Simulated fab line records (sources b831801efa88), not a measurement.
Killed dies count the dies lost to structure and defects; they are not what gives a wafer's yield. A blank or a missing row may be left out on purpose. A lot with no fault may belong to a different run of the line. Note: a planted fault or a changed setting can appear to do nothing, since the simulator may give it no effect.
Which tool was responsible? + flow gf180mcu + Sampling: 13 lots, 39 wafers, 3 of 602 route steps

WHAT THE GAUGES SHOWED, per wafer
GF_M5_OVL_MEAS_08.
| lot  | measured     | on         | M5_OVL (nm) |
|------|--------------|------------|-------------|
| L507 | day 26 03:40 | overlay-02 | -8 -3 -3    |
| L508 | day 26 09:19 | overlay-01 | 0 7 -3      |
| L509 | day 27 07:50 | overlay-02 | -8 -6 -4    |
| L510 | day 27 09:07 | overlay-01 | -2 -4 -4    |
| L511 | day 27 12:20 | overlay-02 | 2 -2 -4     |
| L513 | day 28 02:28 | overlay-01 | 0 8 2       |
| L519 | day 30 04:46 | overlay-02 | 0 5 -4      |
| L520 | day 30 13:20 | overlay-02 | -4 3 1      |
| L522 | day 30 23:14 | overlay-01 | 1 1 0       |
| L523 | day 31 08:40 | overlay-01 | -4 -1 -9    |
| L525 | day 31 18:16 | overlay-02 | -2 -9 -12   |
| L529 | day 32 14:58 | overlay-02 | -15 -3 -8   |
| L530 | day 32 20:49 | overlay-01 | -3 -6 -6    |

GF_V5_THK_MEAS_01.
| lot  | measured     | on            | V5_CVD_00_THK (nm) |
|------|--------------|---------------|--------------------|
| L507 | day 26 04:26 | film metro-02 | 302 299 301        |
| L508 | day 26 10:05 | film metro-03 | 299 302 296        |
| L509 | day 27 08:44 | film metro-03 | 302 300 305        |
| L510 | day 27 10:01 | film metro-03 | 299 300 302        |
| L511 | day 27 13:15 | film metro-02 | 302 307 307        |
| L513 | day 28 03:16 | film metro-02 | 301 299 299        |
| L519 | day 30 05:33 | film metro-02 | 301 300 300        |
| L520 | day 30 14:07 | film metro-03 | 302 304 300        |
| L522 | day 31 00:05 | film metro-04 | 300 302 298        |
| L523 | day 31 09:51 | film metro-03 | 308 301 307        |
| L525 | day 31 19:34 | film metro-03 | 302 306 301        |
| L529 | day 32 15:50 | film metro-03 | 304 302 311        |
| L530 | day 32 21:36 | film metro-02 | 298 302 304        |

WHICH TOOL RAN EACH LOT (tool, then ch and the chambers of the sampled wafers, then the start)
| lot  | GF_MIM_CVD_05                   |
|------|---------------------------------|
| L507 | pecvd-02 ch 0,1,2, day 24 07:31 |
| L508 | pecvd-02 ch 0,1, day 24 13:41   |
| L509 | pecvd-02 ch 1,2, day 25 13:45   |
| L510 | pecvd-01 ch 1,2, day 25 14:07   |
| L511 | pecvd-01 ch 0,1, day 25 18:24   |
| L513 | pecvd-04 ch 1,2, day 26 09:57   |
| L519 | pecvd-02 ch 1,2, day 28 14:58   |
| L520 | pecvd-01 ch 0,1, day 28 22:45   |
| L522 | pecvd-01 ch 0,1,2, day 29 09:00 |
| L523 | pecvd-04 ch 0,2, day 29 20:27   |
| L525 | pecvd-02 ch 0,1, day 30 06:23   |
| L529 | pecvd-01 ch 0,1,2, day 31 03:52 |
| L530 | pecvd-02 ch 0,1, day 31 11:15   |
- GF_MIM_CVD_05: deposits Si3N4, target thk 42 nm, time 29.086 s.

WHAT THE TOOLS THEMSELVES READ (means of the sampled wafers that have a number; where no wafer has one, the mark that the record gives instead)
GF_MIM_CVD_05.
| lot  | tool     | heater power w (W) |
|------|----------|--------------------|
| L507 | pecvd-02 | 613                |
| L508 | pecvd-02 | 665                |
| L509 | pecvd-02 | 689                |
| L510 | pecvd-01 | 703                |
| L511 | pecvd-01 | 715                |
| L513 | pecvd-04 | 598                |
| L519 | pecvd-02 | 690                |
| L520 | pecvd-01 | 716                |
| L522 | pecvd-01 | 663                |
| L523 | pecvd-04 | 523                |
| L525 | pecvd-02 | 676                |
| L529 | pecvd-01 | 679                |
| L530 | pecvd-02 | 735                |

THE ANSWER, worked out from the rows above alone
Rule: the usual values come from the lots themselves. Put in order of their means at a reading, lots are off if they are a third of the lots or fewer, leave a main group of 4 or more, and stand apart from it by a gap of 3 or more times the standard deviation of the main group's means; of several such gaps the widest counts. Not used: any main group whose means are identical at the precision the tables above print for the reading. A lot without any number at a reading at which 4 lots or more have one is off too. The other lots that the step has rows for count as sound. After the gauges, taken in route order, come the tools' own readings; for these a lot's mean is taken, as printed above. The first step at which some lot is off is used, and at that step the reading that is off furthest; a lot without a number counts as furthest.
No lot is off at any reading shown: from this, nothing can be told.

WHAT HAD BEEN PUT IN BY THE SIMULATOR
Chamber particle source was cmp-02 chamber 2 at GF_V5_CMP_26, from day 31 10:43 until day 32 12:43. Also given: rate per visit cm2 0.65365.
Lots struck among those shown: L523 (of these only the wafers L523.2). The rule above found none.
